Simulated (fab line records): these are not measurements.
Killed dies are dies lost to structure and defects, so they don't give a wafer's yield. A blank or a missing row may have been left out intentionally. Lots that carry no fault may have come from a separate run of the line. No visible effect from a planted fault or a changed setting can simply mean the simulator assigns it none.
fab line records	flow gf180mcu
record: lots: 12	wafers: 36	last-day: 34
route steps=602 shown CONTACT@312 M1@316
lots that met no fault: from a run of the same line without faults
start-h: hours from the record's opening day to when the first of the lot's shown wafers began	wait-h: hours elapsed since this lot's preceding step	" identical to the entry in the row above	L1.1+2: several wafers, shown together as one row	- no value, or no start given	* or withheld: withheld	< > ~ a bound
route shown NAME@n: NAME is a module with steps in the file, n the number in the route of the first one	usual: mean/standard deviation of fault-free wafers	same: alike in all rows	chamber/n: place in a boat	sites: each site's reading	_std_site: the values' standard deviation	_edge_site: mean of outer sites minus mean of inner sites	radius-mm: for every site, how far away it sits from the centre of the wafer	mask NAME#n: copy n	behind: the last tool/chamber to shape the wafer	hold: why the lot was held/for how many hours/how that ended	device: names the non-switching transistor (n, p or np)	end of line: the same wafers' tests at the end of the route	for a step that has no rows: nothing shown but its recipe	killed: not the wafer's yield, but the dies lost to structure and defects at the first sort	map: a wafer's dies, marking killed ones x, the rest . and places with no die _
set.NAME: the setting the step ran with; set.NAME@STEP: the setting that earlier step ran with	model.NAME: the simulator's own value behind a step, which no gauge read
steps of the route over a sample of lots; a table a step, a row a wafer
services: from which hour (start-h, from the record's first day; less than 0 if before it) a tool's chamber was out of use, for how many hours, and why
== steps ==
step: GF_CONTACT_RS_MEAS_25
recipe: thk-meas-gauge: four-point-probe	reads: W_of_CONTACT_CVD_24+TiN_of_CONTACT_SPUTTER_23+Ti_of_CONTACT_SPUTTER_22
usual: CONTACT_W_RS: 0.383/0.0032
lot.wafer	tool	chamber	start-h	wait-h	CONTACT_W_RS[ohm/sq]
L112.3	film-metro-02	-	377.09	0.1	0.383
L112.4	"	-	"	"	0.383
L112.5	"	-	"	"	0.380
L114.1	film-metro-02	-	387.41	0.1	0.383
L114.2	"	-	"	"	0.386
L114.3	"	-	"	"	0.384
L119.1	film-metro-01	-	438.41	0.1	0.383
L119.3	"	-	"	"	0.387
L119.5	"	-	"	"	0.385
L122.1	film-metro-02	-	457.78	0.1	0.383
L122.2	"	-	"	"	0.383
L122.4	"	-	"	"	0.386
L123.2	film-metro-04	-	471.13	0.1	0.385
L123.5	"	-	"	"	0.385
L123.6	"	-	"	"	0.387
L125.2	film-metro-04	-	495.67	0.1	0.378
L125.3	"	-	"	"	0.384
L125.6	"	-	"	"	0.381
L127.1	film-metro-02	-	506.11	0.1	0.387
L127.3	"	-	"	"	0.386
L127.5	"	-	"	"	0.391
L129.1	film-metro-02	-	515.42	0.1	0.391
L129.3	"	-	"	"	0.384
L129.6	"	-	"	"	0.386
L130.2	film-metro-01	-	524.65	0.1	0.384
L130.4	"	-	"	"	0.384
L130.6	"	-	"	"	0.390
L131.1	film-metro-04	-	536.57	0.1	0.383
L131.2	"	-	"	"	0.381
L131.3	"	-	"	"	0.382
L132.1	film-metro-02	-	541.00	0.1	0.382
L132.3	"	-	"	"	0.377
L132.5	"	-	"	"	0.381
L133.2	film-metro-04	-	546.68	0.1	0.379
L133.3	"	-	"	"	0.379
L133.4	"	-	"	"	0.384
step: GF_CONTACT_THK_MEAS_26
recipe: thk-meas-gauge: xrf	reads: W_of_CONTACT_CVD_24
usual: CONTACT_W_THK: 309/3.6
lot.wafer	tool	chamber	start-h	wait-h	CONTACT_W_THK[nm]
L112.3	film-metro-02	-	377.19	0.1	310
L112.4	"	-	"	"	308
L112.5	"	-	"	"	312
L114.1	film-metro-02	-	387.53	0.1	306
L114.2	"	-	"	"	304
L114.3	"	-	"	"	305
L119.1	film-metro-01	-	438.53	0.1	307
L119.3	"	-	"	"	304
L119.5	"	-	"	"	306
L122.1	film-metro-02	-	457.90	0.1	310
L122.2	"	-	"	"	309
L122.4	"	-	"	"	307
L123.2	film-metro-04	-	471.24	0.1	311
L123.5	"	-	"	"	310
L123.6	"	-	"	"	309
L125.2	film-metro-04	-	495.78	0.1	320
L125.3	"	-	"	"	313
L125.6	"	-	"	"	315
L127.1	film-metro-02	-	506.23	0.1	303
L127.3	"	-	"	"	305
L127.5	"	-	"	"	302
L129.1	film-metro-02	-	515.54	0.1	303
L129.3	"	-	"	"	305
L129.6	"	-	"	"	304
L130.2	film-metro-01	-	524.76	0.1	306
L130.4	"	-	"	"	305
L130.6	"	-	"	"	302
L131.1	film-metro-04	-	536.69	0.1	309
L131.2	"	-	"	"	312
L131.3	"	-	"	"	308
L132.1	film-metro-02	-	541.12	0.1	311
L132.3	"	-	"	"	317
L132.5	"	-	"	"	313
L133.2	film-metro-04	-	546.79	0.1	313
L133.3	"	-	"	"	312
L133.4	"	-	"	"	309
step: GF_M1_SPUTTER_01
recipe: material: TiN	target-thk-nm: 30	power-w: 6500	time-s: 25	chamber-pressure-pa: 0.4
usual: throttle-valve-pct: 30.2/1
lot.wafer	tool	chamber	start-h	wait-h	throttle-valve-pct
L112.3	pvd-sputter-01	-	377.63	0.1	30.5
L112.4	"	-	"	"	28.1
L112.5	"	-	"	"	28.2
L114.1	pvd-sputter-04	-	387.99	0.1	30.7
L114.2	"	-	"	"	30.0
L114.3	"	-	"	"	31.9
L119.1	pvd-sputter-03	-	438.99	0.1	28.6
L119.3	"	-	"	"	31.0
L119.5	"	-	"	"	28.5
L122.1	pvd-sputter-01	-	458.36	0.1	28.0
L122.2	"	-	"	"	30.0
L122.4	"	-	"	"	30.5
L123.2	pvd-sputter-04	-	471.69	0.1	30.9
L123.5	"	-	"	"	30.3
L123.6	"	-	"	"	30.7
L125.2	pvd-sputter-03	-	496.23	0.1	28.4
L125.3	"	-	"	"	31.0
L125.6	"	-	"	"	31.1
L127.1	pvd-sputter-01	-	506.69	0.1	28.0
L127.3	"	-	"	"	30.4
L127.5	"	-	"	"	29.6
L129.1	pvd-sputter-01	-	516.00	0.1	28.1
L129.3	"	-	"	"	30.2
L129.6	"	-	"	"	30.4
L130.2	pvd-sputter-03	-	525.21	0.1	31.1
L130.4	"	-	"	"	31.2
L130.6	"	-	"	"	30.4
L131.1	pvd-sputter-01	-	537.16	0.1	28.1
L131.2	"	-	"	"	30.3
L131.3	"	-	"	"	30.0
L132.1	pvd-sputter-03	-	541.58	0.1	31.0
L132.3	"	-	"	"	31.1
L132.5	"	-	"	"	31.1
L133.2	pvd-sputter-03	-	547.24	0.1	31.0
L133.3	"	-	"	"	30.5
L133.4	"	-	"	"	28.9
step: GF_M1_COAT_09
recipe: resist: KrF	spin-rpm: withheld	resist-thk-nm: 1000
lot.wafer	tool	chamber	start-h	wait-h
L112.3+4+5	litho-track-04	0	388.14	0.1
L114.1+2+3	litho-track-02	0	399.44	0.1
L119.1+3+5	litho-track-02	0	450.69	0.1
L122.1+2+4	litho-track-02	0	469.63	0.1
L123.2+5+6	litho-track-04	0	483.96	0.1
L125.2+3+6	litho-track-04	0	508.21	0.1
L127.1+3+5	litho-track-04	0	518.14	0.1
L129.1+3+6	litho-track-02	0	527.83	0.1
L130.2+4+6	litho-track-01	0	536.64	0.1
L131.1+2+3	litho-track-01	0	547.71	0.1
L132.1+3+5	litho-track-04	0	552.59	0.1
L133.2+3+4	litho-track-01	0	557.89	0.1
step: GF_M1_STRIP_17
recipe: chemistry: O2/N2	power-w: 1400	pressure-mtorr: 1500	platen-temp-c: 250	o2-flow-sccm: 3000	n2-flow-sccm: 300	overash-fraction: 0.5
usual: drypump-motor-current-A: 5.7/0.36	heater-power-w: 330/42	oes-product-au: 0.537/0.0045	platen-temp-c: 250.01/0.15	strip-time-to-endpoint-s: 7.37/0.039
lot.wafer	tool	chamber	start-h	wait-h	drypump-motor-current-A	heater-power-w	oes-product-au	platen-temp-c	rf-hours-counter-h	strip-time-to-endpoint-s
L112.3	plasma-asher-04	1	400.40	0.1	5.1	334	0.536	250.48	-	7.37
L112.4	"	0	"	"	6.0	403	0.541	249.95	-	7.41
L112.5	"	0	"	"	6.0	422	0.535	250.14	-	7.41
L114.1	plasma-asher-01	0	411.45	0.1	5.3	318	0.538	249.98	66	7.37
L114.2	"	1	"	"	5.7	366	0.538	249.83	66	7.38
L114.3	"	0	"	"	5.3	328	0.533	250.05	-	7.37
L119.1	plasma-asher-04	0	462.97	0.1	6.0	421	0.551	250.03	77	7.62
L119.3	"	1	"	"	5.1	333	0.547	250.24	-	7.56
L119.5	"	1	"	"	5.1	326	0.545	249.93	-	7.56
L122.1	plasma-asher-03	1	482.32	0.1	6.2	314	0.545	249.98	43	7.56
L122.2	"	0	"	"	5.6	298	0.546	249.89	43	7.57
L122.4	"	0	"	"	5.6	289	0.544	249.76	-	7.62
L123.2	plasma-asher-01	0	495.97	0.1	5.3	321	0.544	249.85	75	7.32
L123.5	"	0	"	"	5.3	321	0.542	249.76	-	7.34
L123.6	"	1	"	"	5.7	348	0.536	250.18	-	7.30
L125.2	plasma-asher-03	1	520.10	0.2	6.2	313	0.544	250.13	48	7.41
L125.3	"	1	"	"	6.2	314	0.539	249.92	-	7.35
L125.6	"	1	"	"	6.2	307	0.544	249.98	-	7.36
L127.1	plasma-asher-04	0	530.40	0.2	6.0	415	0.534	250.03	84	7.39
L127.3	"	1	"	"	5.2	324	0.539	249.92	-	7.34
L127.5	"	0	"	"	6.0	422	0.532	250.28	-	7.29
L129.1	plasma-asher-03	1	538.50	0.1	6.2	312	0.546	249.72	49	7.38
L129.3	"	0	"	"	5.6	292	0.539	249.89	-	7.37
L129.6	"	0	"	"	5.6	288	0.533	250.02	-	7.35
L130.2	plasma-asher-04	0	547.92	0.1	6.0	424	0.534	249.80	86	7.41
L130.4	"	0	"	"	6.0	419	0.541	250.09	-	7.37
L130.6	"	1	"	"	5.1	329	0.529	249.93	-	7.37
L131.1	plasma-asher-01	1	558.93	0.2	5.7	361	0.537	250.19	80	7.34
L131.2	"	0	"	"	5.3	317	0.535	250.15	80	7.34
L131.3	"	1	"	"	5.7	361	0.534	250.10	-	7.32
L132.1	plasma-asher-04	1	565.07	0.1	5.2	326	0.534	250.09	88	7.33
L132.3	"	0	"	"	6.0	415	0.545	250.06	-	7.36
L132.5	"	0	"	"	6.0	423	0.539	250.26	-	7.36
L133.2	plasma-asher-03	0	569.40	0.1	5.6	295	0.531	249.81	54	7.33
L133.3	"	0	"	"	5.6	297	0.536	249.89	-	7.30
L133.4	"	1	"	"	6.2	308	0.532	249.85	-	7.37
== services ==
tool	chamber	start-h	hours	kind
plasma-asher-01	-	367.41	3.9	repair
plasma-asher-01	-	367.73	2.5	repair
plasma-asher-04	-	371.50	4.3	pm
pvd-sputter-01	-	384.16	51.6	repair
pvd-sputter-01	-	435.87	5.7	repair
pvd-sputter-03	2	437.67	-	consumable-replace:kit
pvd-sputter-03	2	437.67	18.0	scheduled-down
pvd-sputter-03	2	437.67	18.0	vent-cycle
pvd-sputter-04	-	445.61	4.3	repair
plasma-asher-01	-	458.35	2.8	pm
pvd-sputter-03	-	483.43	1.5	repair
plasma-asher-04	-	519.29	1.7	repair
pvd-sputter-01	0	520.77	-	consumable-replace:kit
pvd-sputter-01	0	520.77	18.0	scheduled-down
pvd-sputter-01	0	520.77	18.0	vent-cycle
pvd-sputter-01	-	532.16	1.3	repair
plasma-asher-01	-	542.42	16.4	repair
pvd-sputter-04	1	547.90	-	consumable-replace:kit
pvd-sputter-04	1	547.90	18.0	scheduled-down
pvd-sputter-04	1	547.90	18.0	vent-cycle
== key ==
first-sign: step: GF_M1_STRIP_17	reading: strip-time-to-endpoint-s	direction: up	sigmas: 5.3	usual: *	struck: *
effect none on later readings
met-at GF_M1_COAT_09
struck-lots L119,L122
not-acting-at GF_CONTACT_RS_MEAS_25,GF_CONTACT_THK_MEAS_26,GF_M1_SPUTTER_01
onset-between 399.44 450.69
fault: kind: process-parameter-drift	tool: litho-track-02	chamber: -	onset-h: 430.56	steps: GF_M1_COAT_09	channel: resist-thk-nm	offset: *	shape: step	end-h: 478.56	acts-in: *	stated: *
